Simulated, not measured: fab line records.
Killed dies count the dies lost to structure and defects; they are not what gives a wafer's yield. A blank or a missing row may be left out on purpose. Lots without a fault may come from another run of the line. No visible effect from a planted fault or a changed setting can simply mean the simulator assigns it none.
fab line records ; flow sky130
record: lots: 11; wafers: 33; last-day: 50
route steps=708 shown SD_N@356 LI_CONTACT@377 LOCAL_INTERCONNECT@387 PAD_OPEN@708
lots untouched by any fault: they come from a run of this same line in which no faults occurred
start-h: hours from the record's first day to the start of the lot's first wafer shown ; wait-h: hours elapsed since this lot's preceding step ; " same as the row above ; L1.1+2: several wafers, shown together as one row ; - either no value or no given start ; * or withheld: withheld ; < > ~ a bound
route shown NAME@n: a module of which the file shows steps, and the number in the route of the first ; usual: mean/standard deviation of fault-free wafers ; same: alike in all rows ; chamber/n: place in a boat ; sites: each site's reading ; _std_site: standard deviation of those values ; _edge_site: the outer-site mean with the inner-site mean subtracted ; radius-mm: how far each site lies from the wafer's centre ; mask NAME#n: copy n ; behind: the last tool/chamber to shape the wafer ; hold: what put the lot on hold/how long, in hours/how the hold closed ; device: whichever transistor did not switch (one of n, p or np) ; end of line: the same wafers' tests at the end of the route ; a step given without rows: its recipe and nothing more ; killed: at the first sort, the dies lost to defects and structure; wafer yield is something else ; map: dies across one wafer; x = killed, . = not, _ = none there
set.NAME: the setting the step ran with; set.NAME@STEP: the setting that earlier step ran with ; model.NAME: the simulator's own value behind a step, which no gauge read
a sample of lots followed through the steps of the route, with each step as a table and each wafer as a row
services: a tool's chamber out of use, with start hour (start-h, from the record's first day; less than 0 if before it), hours out, and reason
== steps ==
step: SKY_SD_N_RTA_14
recipe: temp-c: 1075; time-s: 2; idle-temp-c: 650; ramp-up-c-per-s: 150; ramp-down-c-per-s: 90; ambient: N2
usual: lamp-power-pct: 15.74/0.059; wafer_temp_C_max: 1078.0/1.3
lot.wafer;tool;chamber;start-h;wait-h;lamp-power-pct;wafer_temp_C_max
L922.2;rtp-anneal-02;0;647.57;0.0;15.76;1077.6
L922.4;rtp-anneal-02;0;647.57;0.0;15.76;1077.1
L922.6;rtp-anneal-02;0;647.57;0.0;15.67;1077.4
L925.2;rtp-anneal-02;0;683.53;0.0;15.83;1077.7
L925.4;rtp-anneal-02;0;683.53;0.0;15.67;1078.8
L925.5;rtp-anneal-02;0;683.53;0.0;15.73;1077.7
L927.2;rtp-anneal-01;0;693.53;0.0;15.75;1079.9
L927.3;rtp-anneal-01;0;693.53;0.0;15.69;1078.4
L927.4;rtp-anneal-01;0;693.53;0.0;15.80;1077.0
L928.1;rtp-anneal-02;0;714.72;0.0;15.80;1076.6
L928.3;rtp-anneal-02;0;714.72;0.0;15.77;1077.3
L928.6;rtp-anneal-02;0;714.72;0.0;15.84;1078.3
L929.1;rtp-anneal-01;0;715.92;0.0;15.70;1076.5
L929.4;rtp-anneal-01;0;715.92;0.0;15.74;1078.8
L929.5;rtp-anneal-01;0;715.92;0.0;15.74;1077.4
L936.2;rtp-anneal-02;0;769.57;0.0;15.68;1079.4
L936.3;rtp-anneal-02;0;769.57;0.0;15.69;1078.9
L936.6;rtp-anneal-02;0;769.57;0.0;15.75;1078.1
L939.3;rtp-anneal-01;0;786.41;0.0;15.65;1079.2
L939.5;rtp-anneal-01;0;786.41;0.0;15.76;1074.6
L939.6;rtp-anneal-01;0;786.41;0.0;15.78;1078.9
L940.1;rtp-anneal-02;0;805.20;0.0;15.83;1076.9
L940.3;rtp-anneal-02;0;805.20;0.0;15.87;1079.2
L940.6;rtp-anneal-02;0;805.20;0.0;15.77;1079.1
L941.3;rtp-anneal-01;0;807.04;0.0;15.65;1080.0
L941.4;rtp-anneal-01;0;807.04;0.0;15.79;1080.6
L941.6;rtp-anneal-01;0;807.04;0.0;15.61;1079.3
L942.2;rtp-anneal-02;0;813.57;0.0;15.67;1076.5
L942.3;rtp-anneal-02;0;813.57;0.0;15.75;1079.3
L942.5;rtp-anneal-02;0;813.57;0.0;15.71;1077.0
L943.3;rtp-anneal-02;0;852.70;0.0;15.73;1079.7
L943.5;rtp-anneal-02;0;852.70;0.0;15.71;1075.5
L943.6;rtp-anneal-02;0;852.70;0.0;15.67;1077.2
step: SKY_LI_CONTACT_ETCH_15
recipe: target: PSG; chemistry: C4F8/O2/Ar; stop-on: Si; taper-deg: 4.15; mask-material: KrF-thick; source-w: 1500; bias-w: 1200; pressure-mtorr: 40; c4f8-flow-sccm: withheld; O2_flow_sccm: 6; Ar_flow_sccm: 300; time-s: withheld; target-depth-a: 6000
usual: oes-product-au: 0.838/0.0043
lot.wafer;tool;chamber;start-h;wait-h;oes-product-au
L922.2;rie-diel-03;0;676.89;0.0;0.840
L922.4;rie-diel-03;3;676.89;0.0;0.835
L922.6;rie-diel-03;2;676.89;0.0;0.834
L925.2;rie-diel-03;2;711.60;0.0;0.836
L925.4;rie-diel-03;1;711.60;0.0;0.836
L925.5;rie-diel-03;2;711.60;0.0;0.834
L927.2;rie-diel-04;0;722.39;0.0;0.849
L927.3;rie-diel-04;2;722.39;0.0;0.844
L927.4;rie-diel-04;1;722.39;0.0;0.838
L928.1;rie-diel-03;1;743.39;0.0;0.833
L928.3;rie-diel-03;2;743.39;0.0;0.836
L928.6;rie-diel-03;1;743.39;0.0;0.841
L929.1;rie-diel-04;2;745.05;0.0;0.836
L929.4;rie-diel-04;1;745.05;0.0;0.845
L929.5;rie-diel-04;0;745.05;0.0;0.839
L936.2;rie-diel-01;3;796.30;0.0;0.832
L936.3;rie-diel-01;1;796.30;0.0;0.835
L936.6;rie-diel-01;3;796.30;0.0;0.839
L939.3;rie-diel-01;1;814.03;0.0;0.844
L939.5;rie-diel-01;1;814.03;0.0;0.837
L939.6;rie-diel-01;0;814.03;0.0;0.841
L940.1;rie-diel-03;2;832.50;0.0;0.843
L940.3;rie-diel-03;0;832.50;0.0;0.840
L940.6;rie-diel-03;3;832.50;0.0;0.831
L941.3;rie-diel-01;2;834.78;0.0;0.827
L941.4;rie-diel-01;0;834.78;0.0;0.838
L941.6;rie-diel-01;0;834.78;0.0;0.844
L942.2;rie-diel-04;0;841.29;0.0;0.832
L942.3;rie-diel-04;2;841.29;0.0;0.840
L942.5;rie-diel-04;1;841.29;0.0;0.832
L943.3;rie-diel-01;3;880.15;0.0;0.842
L943.5;rie-diel-01;3;880.15;0.0;0.839
L943.6;rie-diel-01;2;880.15;0.0;0.836
step: SKY_LI_CONTACT_CVD_21
recipe: material: W; target-thk-nm: 400; time-s: 120.56; temp-c: 400; pressure-torr: 40
usual: heater-power-w: 808/100
lot.wafer;tool;chamber;start-h;wait-h;heater-power-w
L922.2;cvd-w-02;1;677.58;0.0;744
L922.4;cvd-w-02;0;677.58;0.0;722
L922.6;cvd-w-02;0;677.58;0.0;729
L925.2;cvd-w-02;0;712.12;0.0;707
L925.4;cvd-w-02;0;712.12;0.0;723
L925.5;cvd-w-02;0;712.12;0.0;714
L927.2;cvd-w-02;0;722.91;0.0;704
L927.3;cvd-w-02;1;722.91;0.0;733
L927.4;cvd-w-02;0;722.91;0.0;724
L928.1;cvd-w-02;1;743.91;0.0;746
L928.3;cvd-w-02;1;743.91;0.0;746
L928.6;cvd-w-02;1;743.91;0.0;736
L929.1;cvd-w-01;1;745.57;0.0;964
L929.4;cvd-w-01;1;745.57;0.0;981
L929.5;cvd-w-01;1;745.57;0.0;988
L936.2;cvd-w-01;0;796.82;0.0;874
L936.3;cvd-w-01;1;796.82;0.0;967
L936.6;cvd-w-01;0;796.82;0.0;883
L939.3;cvd-w-01;1;814.59;0.1;984
L939.5;cvd-w-01;1;814.59;0.1;994
L939.6;cvd-w-01;0;814.59;0.1;861
L940.1;cvd-w-02;1;833.03;0.0;745
L940.3;cvd-w-02;0;833.03;0.0;710
L940.6;cvd-w-02;0;833.03;0.0;699
L941.3;cvd-w-02;0;835.34;0.1;730
L941.4;cvd-w-02;1;835.34;0.1;752
L941.6;cvd-w-02;0;835.34;0.1;720
L942.2;cvd-w-01;1;841.81;0.0;980
L942.3;cvd-w-01;1;841.81;0.0;995
L942.5;cvd-w-01;0;841.81;0.0;894
L943.3;cvd-w-02;0;880.75;0.1;723
L943.5;cvd-w-02;0;880.75;0.1;708
L943.6;cvd-w-02;0;880.75;0.1;718
step: SKY_LOCAL_INTERCONNECT_SPUTTER_00
recipe: material: TiN; target-thk-nm: 100; temp-c: 300; power-w: 6500; time-s: 83.3; chamber-pressure-pa: 0.4
usual: throttle-valve-pct: 30.6/0.74
lot.wafer;tool;chamber;start-h;wait-h;throttle-valve-pct
L922.2;pvd-sputter-01;-;678.19;0.1;30.9
L922.4;pvd-sputter-01;-;678.19;0.1;31.2
L922.6;pvd-sputter-01;-;678.19;0.1;31.3
L925.2;pvd-sputter-04;-;712.72;0.2;31.9
L925.4;pvd-sputter-04;-;712.72;0.2;29.7
L925.5;pvd-sputter-04;-;712.72;0.2;30.7
L927.2;pvd-sputter-01;-;723.51;0.1;30.6
L927.3;pvd-sputter-01;-;723.51;0.1;30.6
L927.4;pvd-sputter-01;-;723.51;0.1;30.8
L928.1;pvd-sputter-01;-;744.51;0.1;31.5
L928.3;pvd-sputter-01;-;744.51;0.1;30.6
L928.6;pvd-sputter-01;-;744.51;0.1;30.7
L929.1;pvd-sputter-01;-;746.17;0.2;30.8
L929.4;pvd-sputter-01;-;746.17;0.2;30.8
L929.5;pvd-sputter-01;-;746.17;0.2;30.7
L936.2;pvd-sputter-04;-;797.71;0.2;29.9
L936.3;pvd-sputter-04;-;797.71;0.2;31.7
L936.6;pvd-sputter-04;-;797.71;0.2;30.6
L939.3;pvd-sputter-04;-;815.16;0.1;29.7
L939.5;pvd-sputter-04;-;815.16;0.1;29.5
L939.6;pvd-sputter-04;-;815.16;0.1;31.7
L940.1;pvd-sputter-04;-;833.64;0.1;31.7
L940.3;pvd-sputter-04;-;833.64;0.1;29.7
L940.6;pvd-sputter-04;-;833.64;0.1;29.8
L941.3;pvd-sputter-01;-;835.91;0.2;30.8
L941.4;pvd-sputter-01;-;835.91;0.2;31.0
L941.6;pvd-sputter-01;-;835.91;0.2;30.8
L942.2;pvd-sputter-01;-;842.41;0.2;30.8
L942.3;pvd-sputter-01;-;842.41;0.2;30.7
L942.5;pvd-sputter-01;-;842.41;0.2;30.8
L943.3;pvd-sputter-01;-;881.40;0.1;31.2
L943.5;pvd-sputter-01;-;881.40;0.1;30.7
L943.6;pvd-sputter-01;-;881.40;0.1;31.1
step: SKY_LOCAL_INTERCONNECT_RS_MEAS_01
recipe: thk-meas-gauge: four-point-probe; reads: TiN_of_LOCAL_INTERCONNECT_SPUTTER_00
usual: LOCAL_INTERCONNECT_TIN_RS: 14.14/0.17
lot.wafer;tool;chamber;start-h;wait-h;LOCAL_INTERCONNECT_TIN_RS[ohm/sq]
L922.2;film-metro-01;-;678.27;0.1;13.97
L922.4;film-metro-01;-;678.27;0.1;14.23
L922.6;film-metro-01;-;678.27;0.1;14.15
L925.2;film-metro-03;-;712.81;0.1;13.96
L925.4;film-metro-03;-;712.81;0.1;13.86
L925.5;film-metro-03;-;712.81;0.1;13.84
L927.2;film-metro-03;-;723.60;0.1;14.08
L927.3;film-metro-03;-;723.60;0.1;14.07
L927.4;film-metro-03;-;723.60;0.1;14.13
L928.1;film-metro-01;-;744.58;0.0;14.19
L928.3;film-metro-01;-;744.58;0.0;15.28
L928.6;film-metro-01;-;744.58;0.0;15.52
L929.1;film-metro-03;-;746.24;0.0;14.07
L929.4;film-metro-03;-;746.24;0.0;15.09
L929.5;film-metro-03;-;746.24;0.0;13.96
L936.2;film-metro-03;-;797.79;0.1;14.10
L936.3;film-metro-03;-;797.79;0.1;14.08
L936.6;film-metro-03;-;797.79;0.1;13.96
L939.3;film-metro-01;-;815.26;0.1;14.04
L939.5;film-metro-01;-;815.26;0.1;13.94
L939.6;film-metro-01;-;815.26;0.1;14.13
L940.1;film-metro-01;-;833.70;0.0;14.03
L940.3;film-metro-01;-;833.70;0.0;14.00
L940.6;film-metro-01;-;833.70;0.0;14.14
L941.3;film-metro-03;-;836.01;0.1;14.26
L941.4;film-metro-03;-;836.01;0.1;14.43
L941.6;film-metro-03;-;836.01;0.1;14.26
L942.2;film-metro-04;-;842.50;0.1;14.26
L942.3;film-metro-04;-;842.50;0.1;14.36
L942.5;film-metro-04;-;842.50;0.1;14.41
L943.3;film-metro-03;-;881.50;0.1;14.29
L943.5;film-metro-03;-;881.50;0.1;14.23
L943.6;film-metro-03;-;881.50;0.1;14.31
step: SKY_LOCAL_INTERCONNECT_THK_MEAS_02
recipe: thk-meas-gauge: xrf; reads: TiN_of_LOCAL_INTERCONNECT_SPUTTER_00
usual: LOCAL_INTERCONNECT_TIN_THK: 99.5/1.3
lot.wafer;tool;chamber;start-h;wait-h;LOCAL_INTERCONNECT_TIN_THK[nm]
L922.2;film-metro-01;-;678.38;0.1;100.7
L922.4;film-metro-01;-;678.38;0.1;99.3
L922.6;film-metro-01;-;678.38;0.1;99.6
L925.2;film-metro-03;-;712.92;0.1;99.6
L925.4;film-metro-03;-;712.92;0.1;100.6
L925.5;film-metro-03;-;712.92;0.1;100.8
L927.2;film-metro-03;-;723.71;0.1;99.1
L927.3;film-metro-03;-;723.71;0.1;99.5
L927.4;film-metro-03;-;723.71;0.1;98.7
L928.1;film-metro-01;-;744.70;0.1;99.8
L928.3;film-metro-01;-;744.70;0.1;92.8
L928.6;film-metro-01;-;744.70;0.1;91.6
L929.1;film-metro-03;-;746.36;0.1;100.0
L929.4;film-metro-03;-;746.36;0.1;93.9
L929.5;film-metro-03;-;746.36;0.1;100.5
L936.2;film-metro-03;-;797.90;0.1;99.6
L936.3;film-metro-03;-;797.90;0.1;99.8
L936.6;film-metro-03;-;797.90;0.1;100.1
L939.3;film-metro-01;-;815.36;0.1;100.2
L939.5;film-metro-01;-;815.36;0.1;100.8
L939.6;film-metro-01;-;815.36;0.1;100.3
L940.1;film-metro-01;-;833.82;0.1;100.1
L940.3;film-metro-01;-;833.82;0.1;99.5
L940.6;film-metro-01;-;833.82;0.1;99.5
L941.3;film-metro-03;-;836.11;0.1;97.8
L941.4;film-metro-03;-;836.11;0.1;96.8
L941.6;film-metro-03;-;836.11;0.1;98.2
L942.2;film-metro-04;-;842.61;0.1;99.9
L942.3;film-metro-04;-;842.61;0.1;98.9
L942.5;film-metro-04;-;842.61;0.1;98.8
L943.3;film-metro-03;-;881.60;0.1;98.1
L943.5;film-metro-03;-;881.60;0.1;98.5
L943.6;film-metro-03;-;881.60;0.1;97.9
step: SKY_LOCAL_INTERCONNECT_METAL_ETCH_14
recipe: target-depth-nm: 110; stop-on: PSG; chemistry: Cl2/BCl3; target: TiN; resist-sidewall-deg: 88; pressure-mtorr: 10; icp-w: 900; bias-w: 48.5; Cl2_flow_sccm: 60; bcl3-flow-sccm: 30; time-s: 31.4
usual: drypump-motor-current-A: 5.7/0.47; oes-product-au: 0.941/0.0084; throttle-valve-pct: 21.901/0.0099
lot.wafer;tool;chamber;start-h;wait-h;drypump-motor-current-A;oes-product-au;rf-hours-counter-h;throttle-valve-pct
L922.2;rie-metal-04;1;706.48;0.1;5.4;0.946;-;21.893
L922.4;rie-metal-04;1;706.48;0.1;5.4;0.946;-;21.912
L922.6;rie-metal-04;1;706.48;0.1;5.4;0.944;-;21.903
L925.2;rie-metal-02;0;741.10;0.0;6.4;0.948;14;21.911
L925.4;rie-metal-02;0;741.10;0.0;6.4;0.951;-;21.887
L925.5;rie-metal-02;0;741.10;0.0;6.4;0.948;-;21.903
L927.2;rie-metal-03;0;751.52;0.0;5.5;0.937;13;21.898
L927.3;rie-metal-03;1;751.52;0.0;5.0;0.944;-;21.891
L927.4;rie-metal-03;0;751.52;0.0;5.5;0.939;-;21.902
L928.1;rie-metal-03;1;771.92;0.0;5.0;0.943;0;21.913
L928.3;rie-metal-03;1;771.92;0.0;5.0;0.897;-;21.928
L928.6;rie-metal-03;0;771.92;0.0;5.5;0.892;-;21.925
L929.1;rie-metal-02;1;773.11;0.0;5.8;0.942;13;21.895
L929.4;rie-metal-02;1;773.11;0.0;5.8;0.908;-;21.916
L929.5;rie-metal-02;0;773.11;0.0;6.4;0.944;-;21.875
L936.2;rie-metal-02;1;824.16;0.0;5.8;0.943;16;21.903
L936.3;rie-metal-02;1;824.16;0.0;5.8;0.952;-;21.899
L936.6;rie-metal-02;0;824.16;0.0;6.4;0.944;-;21.893
L939.3;rie-metal-04;0;842.36;0.0;6.1;0.942;-;21.906
L939.5;rie-metal-04;0;842.36;0.0;6.1;0.952;-;21.901
L939.6;rie-metal-04;1;842.36;0.0;5.4;0.942;-;21.894
L940.1;rie-metal-02;1;860.59;0.0;5.8;0.951;18;21.894
L940.3;rie-metal-02;1;860.59;0.0;5.8;0.947;-;21.909
L940.6;rie-metal-02;0;860.59;0.0;6.4;0.943;-;21.895
L941.3;rie-metal-04;1;861.89;0.0;5.3;0.936;-;21.891
L941.4;rie-metal-04;0;861.89;0.0;6.0;0.938;-;21.884
L941.6;rie-metal-04;0;861.89;0.0;6.1;0.939;-;21.895
L942.2;rie-metal-02;0;868.97;0.0;6.4;0.922;2;21.905
L942.3;rie-metal-02;0;868.97;0.0;6.4;0.935;-;21.903
L942.5;rie-metal-02;0;868.97;0.0;6.4;0.930;-;21.911
L943.3;rie-metal-03;0;907.32;0.0;5.5;0.934;-;21.903
L943.5;rie-metal-03;1;907.32;0.0;5.0;0.942;-;21.910
L943.6;rie-metal-03;0;907.32;0.0;5.5;0.928;-;21.879
step: SKY_PAD_OPEN_PROBE_99
usual: killed_at_M0_to_M3: 45/7.9; killed_at_M4_up: 2.9/1.8; killed-at-contacts: 25/5.5; killed-at-front-end: 16/4.4; killed-at-other: 0.3/0.58; killed-dies: 89/9.4; killed-open: 49/6.8; killed-short: 40/6.3
same: gross-dies: 492; killed-at-back-side: 0
lot.wafer;tool;chamber;start-h;wait-h;killed_at_M0_to_M3;killed_at_M4_up;killed-at-contacts;killed-at-front-end;killed-at-other;killed-dies;killed-open;killed-short
L939.3;prober-02;-;1175.99;0.2;42;0;29;14;1;86;52;33
L939.5;prober-02;-;1176.09;0.2;39;3;25;15;1;83;45;38
L939.6;prober-02;-;1176.14;0.2;43;1;24;24;0;92;50;42
L942.2;prober-01;-;1188.72;0.1;52;2;27;13;0;94;50;44
L942.3;prober-01;-;1188.77;0.2;56;3;25;17;0;101;52;49
L942.5;prober-01;-;1188.87;0.2;52;1;18;16;2;89;42;46
killed by level:class
L939.3 CONTACT:geometric-particle:open=11 VIA1:geometric-particle:open=9 LI_CONTACT:geometric-particle:open=8 VIA2:geometric-particle:open=7 CONTACT:geometric-particle:short=6 VIA3:geometric-particle:open=5 VIA1:geometric-particle:short=5 METAL2:geometric-particle:short=4
L939.5 VIA1:geometric-particle:open=12 CONTACT:geometric-particle:open=9 LI_CONTACT:geometric-particle:open=7 VIA1:geometric-particle:short=7 METAL2:geometric-particle:short=6 CONTACT:geometric-particle:short=5 POLY_GATE:geometric-particle:open=4 VIA2:geometric-particle:open=4
L939.6 VIA1:geometric-particle:open=9 VIA2:geometric-particle:open=9 CONTACT:geometric-particle:short=8 CONTACT:geometric-particle:open=8 FIELD_ISO:geometric-particle:open=7 POLY_GATE:geometric-particle:open=6 LOCAL_INTERCONNECT:geometric-particle:short=5 METAL2:geometric-particle:short=5
L942.2 VIA1:geometric-particle:open=12 METAL2:geometric-particle:short=10 CONTACT:geometric-particle:open=9 VIA2:geometric-particle:open=8 METAL1:geometric-particle:short=7 FIELD_ISO:geometric-particle:open=6 LI_CONTACT:geometric-particle:open=5 LI_CONTACT:geometric-particle:short=5
L942.3 VIA1:geometric-particle:open=16 CONTACT:geometric-particle:open=9 METAL1:geometric-particle:short=9 LOCAL_INTERCONNECT:geometric-particle:short=6 FIELD_ISO:geometric-particle:short=5 LI_CONTACT:geometric-particle:open=5 CONTACT:geometric-particle:short=5 METAL2:geometric-particle:short=5
L942.5 METAL2:geometric-particle:short=12 VIA1:geometric-particle:open=10 METAL1:geometric-particle:short=8 CONTACT:geometric-particle:open=8 VIA2:geometric-particle:open=7 VIA2:geometric-particle:short=4 POLY_GATE:geometric-particle:open=4 SPACER:geometric-particle:short=4
== services ==
tool;chamber;start-h;hours;kind
cvd-w-01;-;628.83;28.1;pm
rie-diel-01;2;644.76;5.4;repair
rie-diel-01;1;650.41;3.1;repair
pvd-sputter-04;-;654.26;6.1;repair
rie-diel-03;3;673.15;1.6;repair
pvd-sputter-04;-;676.15;3.4;repair
cvd-w-02;-;695.42;2.0;repair
rie-diel-03;-;699.83;0.7;repair
pvd-sputter-01;-;706.28;6.6;repair
rie-diel-03;0;708.87;1.2;repair
pvd-sputter-04;-;728.37;2.9;repair
pvd-sputter-04;-;729.19;5.5;repair
cvd-w-01;-;737.97;6.9;pm
cvd-w-02;0;748.54;2.7;repair
rie-metal-02;-;759.95;0.3;repair
rie-diel-03;2;794.78;4.6;repair
pvd-sputter-01;-;797.40;1.8;repair
pvd-sputter-01;-;813.65;4.5;repair
cvd-w-02;-;829.85;1.0;repair
rtp-anneal-02;-;832.47;4.2;pm
cvd-w-01;-;833.73;4.3;pm
rie-diel-01;0;841.66;4.7;repair
cvd-w-02;1;876.03;5.0;repair
rie-metal-02;-;899.62;2.8;pm
== key ==
first-sign: step: SKY_LOCAL_INTERCONNECT_RS_MEAS_01; reading: LOCAL_INTERCONNECT_TIN_RS; direction: up; sigmas: 6.7; usual: 14.14; struck: 15.30
effect: step: SKY_LOCAL_INTERCONNECT_THK_MEAS_02; reading: LOCAL_INTERCONNECT_TIN_THK; direction: down; sigmas: 5.1; usual: 99.5; struck: 92.8
effect: step: SKY_LOCAL_INTERCONNECT_METAL_ETCH_14; reading: oes-product-au; direction: down; sigmas: 5; usual: 0.941; struck: 0.899
met-at SKY_LOCAL_INTERCONNECT_SPUTTER_00
struck-lots L928,L929
struck-wafers L928.3,L928.6,L929.4
tester-left-out L928,L929
not-acting-at SKY_SD_N_RTA_14,SKY_LI_CONTACT_ETCH_15,SKY_LI_CONTACT_CVD_21
onset-between 723.51 744.51
fault: kind: process-parameter-drift; tool: pvd-sputter-01; chamber: -; onset-h: 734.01; steps: SKY_LOCAL_INTERCONNECT_SPUTTER_00; channel: time-s; offset: *; shape: step; end-h: 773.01; acts-in: *; stated: *; scope: struck-wafers-only
tester-left-out: of these lots the tester's yield and bins aren't shown, on N5 and GAA mostly nor the transistor test; their killed dies are dies lost to structure and defects alone, not to doping, threshold or leakage, so they don't give the yield
